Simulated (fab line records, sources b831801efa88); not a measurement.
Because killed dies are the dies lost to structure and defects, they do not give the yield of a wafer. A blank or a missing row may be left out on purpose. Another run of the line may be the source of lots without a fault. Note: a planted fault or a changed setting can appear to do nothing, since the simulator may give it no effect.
Which tool was responsible? / flow sky130 / 39 wafers from 13 lots sampled at 5 of the route's 708 steps

## WHAT THE GAUGES SHOWED, per wafer
SKY_POLY_GATE_THK_MEAS_01.
lot=L415; measured=day 14 16:45; on=filmMetro-03; POLY_GATE_CVD_00_THK (nm)=179.1 179.1 179.2
lot=L417; measured=day 15 05:39; on=filmMetro-04; POLY_GATE_CVD_00_THK (nm)=181.8 178.1 181.2
lot=L419; measured=day 16 07:52; on=filmMetro-04; POLY_GATE_CVD_00_THK (nm)=182.4 180.5 180.4
lot=L421; measured=day 16 17:34; on=filmMetro-03; POLY_GATE_CVD_00_THK (nm)=181.1 180.2 178.6
lot=L422; measured=day 16 17:34; on=filmMetro-02; POLY_GATE_CVD_00_THK (nm)=180.4 180.5 179.9
lot=L423; measured=day 16 22:11; on=filmMetro-04; POLY_GATE_CVD_00_THK (nm)=182.5 183.4 183.2
lot=L424; measured=day 17 16:41; on=filmMetro-03; POLY_GATE_CVD_00_THK (nm)=179.7 180.4 179.3
lot=L425; measured=day 17 16:42; on=filmMetro-04; POLY_GATE_CVD_00_THK (nm)=179.0 178.4 180.7
lot=L426; measured=day 18 01:22; on=filmMetro-02; POLY_GATE_CVD_00_THK (nm)=181.0 180.0 179.9
lot=L427; measured=day 18 04:29; on=filmMetro-02; POLY_GATE_CVD_00_THK (nm)=183.2 183.2 180.3
lot=L436; measured=day 21 05:58; on=filmMetro-03; POLY_GATE_CVD_00_THK (nm)=179.3 180.5 180.7
lot=L437; measured=day 21 08:34; on=filmMetro-02; POLY_GATE_CVD_00_THK (nm)=178.4 176.8 178.4
lot=L438; measured=day 21 14:22; on=filmMetro-02; POLY_GATE_CVD_00_THK (nm)=178.1 179.5 179.5

SKY_POLY_GATE_OVL_MEAS_14.
lot=L415; measured=day 17 01:34; on=overlay-01; POLY_GATE_OVL (nm)=-7 -7 -1
lot=L417; measured=day 17 15:23; on=overlay-02; POLY_GATE_OVL (nm)=2 3 7
lot=L419; measured=day 18 21:05; on=overlay-02; POLY_GATE_OVL (nm)=-5 -1 -1
lot=L421; measured=day 19 06:25; on=overlay-02; POLY_GATE_OVL (nm)=-2 -4 -7
lot=L422; measured=day 19 07:40; on=overlay-01; POLY_GATE_OVL (nm)=11 5 3
lot=L423; measured=day 19 12:45; on=overlay-01; POLY_GATE_OVL (nm)=0 -4 -5
lot=L424; measured=day 20 07:46; on=overlay-01; POLY_GATE_OVL (nm)=9 5 10
lot=L425; measured=day 20 07:07; on=overlay-02; POLY_GATE_OVL (nm)=8 3 2
lot=L426; measured=day 20 19:35; on=overlay-02; POLY_GATE_OVL (nm)=-1 6 -2
lot=L427; measured=day 20 21:12; on=overlay-02; POLY_GATE_OVL (nm)=3 -1 2
lot=L436; measured=day 23 22:35; on=overlay-02; POLY_GATE_OVL (nm)=4 7 5
lot=L437; measured=day 24 00:58; on=overlay-02; POLY_GATE_OVL (nm)=-9 -3 -1
lot=L438; measured=day 24 06:46; on=overlay-01; POLY_GATE_OVL (nm)=0 3 13

SKY_LDD_HVP_TW_MEAS_10.
lot=L415; measured=day 22 09:03; on=filmMetro-02; LDD_HVP_TW=452.7 454.0 454.4
lot=L417; measured=day 22 21:23; on=filmMetro-02; LDD_HVP_TW=454.6 455.4 454.5
lot=L419; measured=day 24 03:39; on=filmMetro-01; LDD_HVP_TW=456.3 458.7 459.7
lot=L421; measured=day 24 11:22; on=filmMetro-02; LDD_HVP_TW=452.1 451.3 450.6
lot=L422; measured=day 24 13:44; on=filmMetro-01; LDD_HVP_TW=456.6 457.2 459.0
lot=L423; measured=day 24 18:14; on=filmMetro-02; LDD_HVP_TW=449.7 451.1 454.2
lot=L424; measured=day 25 11:59; on=filmMetro-01; LDD_HVP_TW=455.1 458.2 459.7
lot=L425; measured=day 25 10:56; on=filmMetro-02; LDD_HVP_TW=451.5 452.5 450.0
lot=L426; measured=day 25 23:12; on=filmMetro-04; LDD_HVP_TW=455.4 454.5 458.6
lot=L427; measured=day 26 01:04; on=filmMetro-04; LDD_HVP_TW=458.9 455.5 456.2
lot=L436; measured=day 29 00:15; on=filmMetro-04; LDD_HVP_TW=458.5 461.3 459.1
lot=L437; measured=day 29 02:25; on=filmMetro-04; LDD_HVP_TW=479.2 476.8 478.3
lot=L438; measured=day 29 09:52; on=filmMetro-02; LDD_HVP_TW=476.8 478.5 476.1

SKY_POLY_CUT_CD_MEAS_08: the cd target is 270 nm.
lot=L415; measured=day 24 22:35; on=cdSem-02; cdNm (nm)=269.9 268.7 269.2
lot=L417; measured=day 25 11:30; on=cdSem-01; cdNm (nm)=269.2 268.5 269.5
lot=L419; measured=day 26 17:14; on=cdSem-01; cdNm (nm)=270.9 271.2 270.4
lot=L421; measured=day 27 01:07; on=cdSem-01; cdNm (nm)=270.8 269.3 270.3
lot=L422; measured=day 27 02:53; on=cdSem-02; cdNm (nm)=271.9 272.3 273.0
lot=L423; measured=day 27 07:18; on=cdSem-02; cdNm (nm)=270.5 270.1 269.6
lot=L424; measured=day 28 02:05; on=cdSem-01; cdNm (nm)=270.1 271.1 271.2
lot=L425; measured=day 28 00:27; on=cdSem-02; cdNm (nm)=270.6 269.6 268.5
lot=L426; measured=day 28 12:38; on=cdSem-01; cdNm (nm)=268.7 269.2 268.7
lot=L427; measured=day 28 14:11; on=cdSem-01; cdNm (nm)=268.9 269.4 269.1
lot=L436; measured=day 31 11:40; on=cdSem-01; cdNm (nm)=267.8 268.3 267.6
lot=L437; measured=day 31 11:41; on=cdSem-02; cdNm (nm)=268.4 269.1 269.2
lot=L438; measured=day 31 19:23; on=cdSem-01; cdNm (nm)=269.7 270.4 270.1

## WHICH TOOL RAN EACH LOT (tool, then ch and the chambers of the sampled wafers, then the start)
lot=L415; SKY_LDD_HVP_IMPLANT_08=implanter-04 ch 0, day 22 08:48
lot=L417; SKY_LDD_HVP_IMPLANT_08=implanter-01 ch 0, day 22 21:10
lot=L419; SKY_LDD_HVP_IMPLANT_08=implanter-02 ch 0, day 24 03:24
lot=L421; SKY_LDD_HVP_IMPLANT_08=implanter-04 ch 0, day 24 11:08
lot=L422; SKY_LDD_HVP_IMPLANT_08=implanter-01 ch 0, day 24 13:30
lot=L423; SKY_LDD_HVP_IMPLANT_08=implanter-02 ch 0, day 24 18:00
lot=L424; SKY_LDD_HVP_IMPLANT_08=implanter-04 ch 0, day 25 11:45
lot=L425; SKY_LDD_HVP_IMPLANT_08=implanter-01 ch 0, day 25 10:44
lot=L426; SKY_LDD_HVP_IMPLANT_08=implanter-01 ch 0, day 25 22:57
lot=L427; SKY_LDD_HVP_IMPLANT_08=implanter-02 ch 0, day 26 00:49
lot=L436; SKY_LDD_HVP_IMPLANT_08=implanter-04 ch 0, day 29 00:00
lot=L437; SKY_LDD_HVP_IMPLANT_08=implanter-02 ch 0, day 29 02:10
lot=L438; SKY_LDD_HVP_IMPLANT_08=implanter-02 ch 0, day 29 09:37
- SKY_LDD_HVP_IMPLANT_08

## WHAT THE TOOLS THEMSELVES READ (means of the sampled wafers that have a number; where no wafer has one, the mark that the record gives instead)
SKY_LDD_HVP_IMPLANT_08.
lot=L415; tool=implanter-04; beamEnergyKeV=20.010; tiltDeg (degrees)=17.891
lot=L417; tool=implanter-01; beamEnergyKeV=20.004; tiltDeg (degrees)=17.908
lot=L419; tool=implanter-02; beamEnergyKeV=19.998; tiltDeg (degrees)=17.924
lot=L421; tool=implanter-04; beamEnergyKeV=19.996; tiltDeg (degrees)=17.914
lot=L422; tool=implanter-01; beamEnergyKeV=20.003; tiltDeg (degrees)=17.878
lot=L423; tool=implanter-02; beamEnergyKeV=20.004; tiltDeg (degrees)=17.877
lot=L424; tool=implanter-04; beamEnergyKeV=20.000; tiltDeg (degrees)=17.908
lot=L425; tool=implanter-01; beamEnergyKeV=20.003; tiltDeg (degrees)=17.906
lot=L426; tool=implanter-01; beamEnergyKeV=20.006; tiltDeg (degrees)=17.892
lot=L427; tool=implanter-02; beamEnergyKeV=20.001; tiltDeg (degrees)=17.899
lot=L436; tool=implanter-04; beamEnergyKeV=20.001; tiltDeg (degrees)=17.890
lot=L437; tool=implanter-02; beamEnergyKeV=24.622; tiltDeg (degrees)=17.909
lot=L438; tool=implanter-02; beamEnergyKeV=24.624; tiltDeg (degrees)=17.914

## THE ANSWER, worked out from the rows above alone
Rule: what is usual is taken from the lots themselves. The widest of any qualifying gaps counts: lots, ordered by their means at a reading, are off when they make up no more than a third of the lots, leave a main group of 4 or more, and stand apart from it by 3 or more times the standard deviation of that group's means. If all means in a main group match to the digits the tables above print for the reading, that group is not used. A lot without any number at a reading at which 4 lots or more have one is off too. Where the step has rows for the other lots, those lots are counted as sound. First the gauges in route order, then the tools' own readings, where a lot's mean is used as printed above. The first step at which some lot is off is used, and at that step the reading that is off furthest; a lot without a number counts as furthest.
Off: L437, L438, at SKY_LDD_HVP_TW_MEAS_10 (LDD_HVP_TW). The main group has a mean of 455.4 with a standard deviation of 2.8.
A tool fits if, at a process step before that reading, it ran every lot that is off, and no sound lot after the first of them. The gauges at SKY_LDD_HVP_TW_MEAS_10 aren't tried: what is off there is off at SKY_LDD_HVP_IMPLANT_08 too, on other tools, and a gauge's error can't cause that. One fits: implanter-02 at SKY_LDD_HVP_IMPLANT_08. A fault onset in the window from L427 (day 26 00:49, its last sound lot) to L437 (day 29 02:10, its first lot off) fits.
On the lots that are off, the tool's own readings at SKY_LDD_HVP_IMPLANT_08 differ by more than 5 times the standard deviation of the sound lots' means, which bears it out; beamEnergyKeV reads 24.623 there versus 20.002 on the sound lots.

## WHAT THE SIMULATOR HAD INSERTED
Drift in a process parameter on implanter-02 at SKY_LDD_HVP_IMPLANT_08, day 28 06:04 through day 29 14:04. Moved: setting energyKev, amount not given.
Struck lots among those shown: L437, L438. The same result came from the rule above.
